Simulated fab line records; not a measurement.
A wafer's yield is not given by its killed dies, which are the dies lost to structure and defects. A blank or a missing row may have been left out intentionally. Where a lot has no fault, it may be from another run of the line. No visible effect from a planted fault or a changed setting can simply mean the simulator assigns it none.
Which tool did it? | flow gf180mcu | Sampling: 12 lots, 36 wafers, 6 of 602 route steps

## WHAT THE GAUGES READ, wafer by wafer
GF_HV_LDD_TW_MEAS_38.
lot  | measured     | on           | HV_LDD_3_TW
L791 | day 11 10:28 | filmMetro-04 | 1436 1442 1441
L792 | day 11 16:45 | filmMetro-04 | 1445 1448 1439
L793 | day 12 04:43 | filmMetro-02 | 1445 1444 1449
L794 | day 12 12:28 | filmMetro-04 | 1449 1451 1454
L795 | day 12 18:49 | filmMetro-04 | 1446 1453 1443
L802 | day 15 04:11 | filmMetro-02 | 1361 1371 1372
L804 | day 15 19:28 | filmMetro-03 | 1392 1391 1393
L807 | day 17 01:33 | filmMetro-03 | 1454 1453 1458
L810 | day 17 23:48 | filmMetro-03 | 1453 1454 1454
L812 | day 18 19:28 | filmMetro-04 | 1451 1449 1444
L813 | day 18 22:04 | filmMetro-03 | 1450 1449 1451
L814 | day 19 01:39 | filmMetro-03 | 1449 1449 1455

GF_HV_LDD_RS_MEAS_53: uses a four-point probe to measure.
lot  | measured     | on           | HV_LDD_RS (ohm/sq)
L791 | day 12 06:36 | filmMetro-02 | 419.1 417.7 418.4
L792 | day 12 12:26 | filmMetro-02 | 419.1 420.5 419.4
L793 | day 13 00:56 | filmMetro-02 | 418.5 419.5 419.0
L794 | day 13 08:56 | filmMetro-02 | 418.2 416.7 417.4
L795 | day 13 14:34 | filmMetro-03 | 417.5 417.2 417.8
L802 | day 16 02:44 | filmMetro-02 | 431.6 431.5 431.7
L804 | day 16 18:11 | filmMetro-02 | 430.0 430.5 431.6
L807 | day 18 01:23 | filmMetro-03 | 417.5 418.3 418.6
L810 | day 18 23:45 | filmMetro-04 | 418.4 417.9 417.8
L812 | day 19 20:08 | filmMetro-03 | 418.6 417.7 417.9
L813 | day 19 22:55 | filmMetro-02 | 418.3 418.5 418.6
L814 | day 20 02:11 | filmMetro-03 | 416.3 417.5 417.0

GF_CONTACT_CD_MEAS_14 targets a cd of 220 nm.
lot  | measured     | on       | cdNm (nm)
L791 | day 16 00:30 | cdSem-02 | 221.4 221.2 221.9
L792 | day 16 04:43 | cdSem-01 | 220.1 220.4 219.5
L793 | day 16 19:42 | cdSem-02 | 219.1 219.1 220.6
L794 | day 17 05:25 | cdSem-02 | 219.2 217.0 218.8
L795 | day 17 11:20 | cdSem-02 | 222.1 221.2 220.9
L802 | day 20 06:22 | cdSem-01 | 221.4 221.3 220.4
L804 | day 20 22:09 | cdSem-01 | 219.5 219.6 220.2
L807 | day 22 07:35 | cdSem-01 | 221.2 223.3 222.0
L810 | day 23 03:54 | cdSem-02 | 217.8 218.8 220.8
L812 | day 23 22:00 | cdSem-02 | 220.8 221.4 220.2
L813 | day 24 00:22 | cdSem-02 | 218.8 219.2 220.1
L814 | day 24 05:07 | cdSem-02 | 219.9 220.7 219.5

## WHAT TOOL EACH LOT RAN ON (gives the tool, then ch and the chambers of the sampled wafers, and finally the start)
lot  | GF_STI_ETCH_13                   | GF_HV_LDD_IMPLANT_36            | GF_HV_LDD_RTA_52
L791 | rieDiel-03 ch 1,2,3, day 2 01:32 | implanter-01 ch 0, day 11 10:13 | rtpAnneal-01 ch 0, day 12 06:32
L792 | rieDiel-03 ch 0,1,2, day 2 06:17 | implanter-02 ch 0, day 11 16:33 | rtpAnneal-01 ch 0, day 12 12:21
L793 | rieDiel-02 ch 0,1,2, day 2 11:38 | implanter-01 ch 0, day 12 04:28 | rtpAnneal-02 ch 0, day 13 00:52
L794 | rieDiel-02 ch 1,2,3, day 2 18:12 | implanter-04 ch 0, day 12 12:13 | rtpAnneal-02 ch 0, day 13 08:52
L795 | rieDiel-01 ch 0,3, day 2 21:28   | implanter-01 ch 0, day 12 18:35 | rtpAnneal-02 ch 0, day 13 14:29
L802 | rieDiel-03 ch 1,2,3, day 4 10:34 | implanter-04 ch 0, day 15 03:59 | rtpAnneal-01 ch 0, day 16 02:39
L804 | rieDiel-02 ch 1,2,3, day 4 22:38 | implanter-04 ch 0, day 15 19:13 | rtpAnneal-02 ch 0, day 16 18:07
L807 | rieDiel-01 ch 0,2,3, day 5 14:33 | implanter-01 ch 0, day 17 01:18 | rtpAnneal-01 ch 0, day 18 01:19
L810 | rieDiel-01 ch 0,3, day 6 02:19   | implanter-01 ch 0, day 17 23:33 | rtpAnneal-01 ch 0, day 18 23:41
L812 | rieDiel-01 ch 0,1, day 6 16:16   | implanter-01 ch 0, day 18 19:13 | rtpAnneal-01 ch 0, day 19 20:04
L813 | rieDiel-03 ch 0,2, day 6 19:34   | implanter-01 ch 0, day 18 21:50 | rtpAnneal-01 ch 0, day 19 22:50
L814 | rieDiel-01 ch 1,2,3, day 7 00:23 | implanter-01 ch 0, day 19 01:24 | rtpAnneal-01 ch 0, day 20 02:07
- GF_STI_ETCH_13: etches the open film in CHF3/O2, stops on Si, target depth 282.31 nm, time 112.9 s.
- GF_HV_LDD_IMPLANT_36
- GF_HV_LDD_RTA_52: time 10 s.

## AS READ BY THE TOOLS THEMSELVES (means over the sampled wafers that have a number; for cases with no such wafer, the mark the record gives instead)
GF_STI_ETCH_13.
lot  | tool       | chamberPressureMTorr (mTorr) | drypumpMotorCurrentA (A) | oesProductAu (a.u.) | throttleValvePct (%)
L791 | rieDiel-03 | 39.98                        | 5.6                      | 0.827               | 8.803
L792 | rieDiel-03 | 39.99                        | 5.8                      | 0.829               | 8.810
L793 | rieDiel-02 | 39.99                        | 5.6                      | 0.825               | 8.802
L794 | rieDiel-02 | 40.02                        | 5.7                      | 0.828               | 8.810
L795 | rieDiel-01 | 40.01                        | 5.7                      | 0.836               | 8.811
L802 | rieDiel-03 | 40.00                        | 5.6                      | 0.832               | 8.807
L804 | rieDiel-02 | 39.99                        | 5.7                      | 0.826               | 8.809
L807 | rieDiel-01 | 40.02                        | 5.5                      | 0.828               | 8.809
L810 | rieDiel-01 | 39.99                        | 5.3                      | 0.836               | 8.814
L812 | rieDiel-01 | 40.01                        | 5.4                      | 0.835               | 8.813
L813 | rieDiel-03 | 40.01                        | 5.8                      | 0.825               | 8.810
L814 | rieDiel-01 | 39.99                        | 5.9                      | 0.823               | 8.812

GF_HV_LDD_IMPLANT_36.
lot  | tool         | doseIonsCm2 | faradayCurrentUA
L791 | implanter-01 | 7.494e+12   | 42.3
L792 | implanter-02 | 7.501e+12   | 41.8
L793 | implanter-01 | 7.503e+12   | 42.3
L794 | implanter-04 | 7.495e+12   | 42.7
L795 | implanter-01 | 7.497e+12   | 42.1
L802 | implanter-04 | 3.238e+12   | 18.4
L804 | implanter-04 | 3.255e+12   | 18.5
L807 | implanter-01 | 7.501e+12   | 41.9
L810 | implanter-01 | 7.491e+12   | 42.3
L812 | implanter-01 | 7.487e+12   | 41.6
L813 | implanter-01 | 7.510e+12   | 41.6
L814 | implanter-01 | 7.508e+12   | 43.0

GF_HV_LDD_RTA_52.
lot  | tool         | lampPowerPct (%) | wafer_temp_C_max
L791 | rtpAnneal-01 | 34.8             | 1005.9
L792 | rtpAnneal-01 | 34.8             | 1006.0
L793 | rtpAnneal-02 | 28.8             | 1006.5
L794 | rtpAnneal-02 | 28.9             | 1007.8
L795 | rtpAnneal-02 | 28.8             | 1006.2
L802 | rtpAnneal-01 | 34.9             | 1006.1
L804 | rtpAnneal-02 | 28.9             | 1007.1
L807 | rtpAnneal-01 | 34.9             | 1004.7
L810 | rtpAnneal-01 | 34.8             | 1006.7
L812 | rtpAnneal-01 | 34.8             | 1006.0
L813 | rtpAnneal-01 | 34.9             | 1006.2
L814 | rtpAnneal-01 | 34.8             | 1006.7

## THE ANSWER, worked out from the rows above alone
Rule: the lots themselves supply what counts as usual. The widest of any qualifying gaps counts: lots, ordered by their means at a reading, are off when they make up no more than a third of the lots, leave a main group of 4 or more, and stand apart from it by 3 or more times the standard deviation of that group's means. A main group is skipped when, at the precision printed for the reading in the tables above, its means are all equal. Also off: a lot with no number at a reading for which 4 or more lots have one. Where the step has rows for the other lots, those lots are counted as sound. First the gauges in route order, then the tools' own readings, where a lot's mean is used as printed above. At the first step where some lot is off, the reading lying furthest off is the one used; lots without a number count as furthest.
Off: at GF_HV_LDD_TW_MEAS_38 (HV_LDD_3_TW), L802, L804. The main group has a mean of 1449 with a standard deviation of 4.4.
A tool fits if, at a process step before that reading, it ran every lot that is off, and no sound lot after the first of them. Not tried: the gauges at GF_HV_LDD_TW_MEAS_38; whatever is off there is also off at GF_HV_LDD_IMPLANT_36, on other tools, and gauge error can't account for it. One fits: implanter-04 at GF_HV_LDD_IMPLANT_36. Its last sound lot is L794 (day 12 12:13), its first lot that is off L802 (day 15 03:59): a fault that began between those two fits.
The tool's own readings at GF_HV_LDD_IMPLANT_36 bear it out: on the lots that are off they differ by more than 5 times the standard deviation of the sound lots' means. doseIonsCm2 reads 3.246e+12 there against 7.499e+12 on the sound lots; faradayCurrentUA reads 18.4 there against 42.2 on the sound lots.

## WHAT THE SIMULATOR HAD PUT IN
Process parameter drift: implanter-04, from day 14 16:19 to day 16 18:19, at GF_HV_LDD_IMPLANT_36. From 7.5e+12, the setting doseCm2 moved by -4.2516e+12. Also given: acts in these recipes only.
Struck lots among those shown: L802, L804. The rule given above showed the same thing.
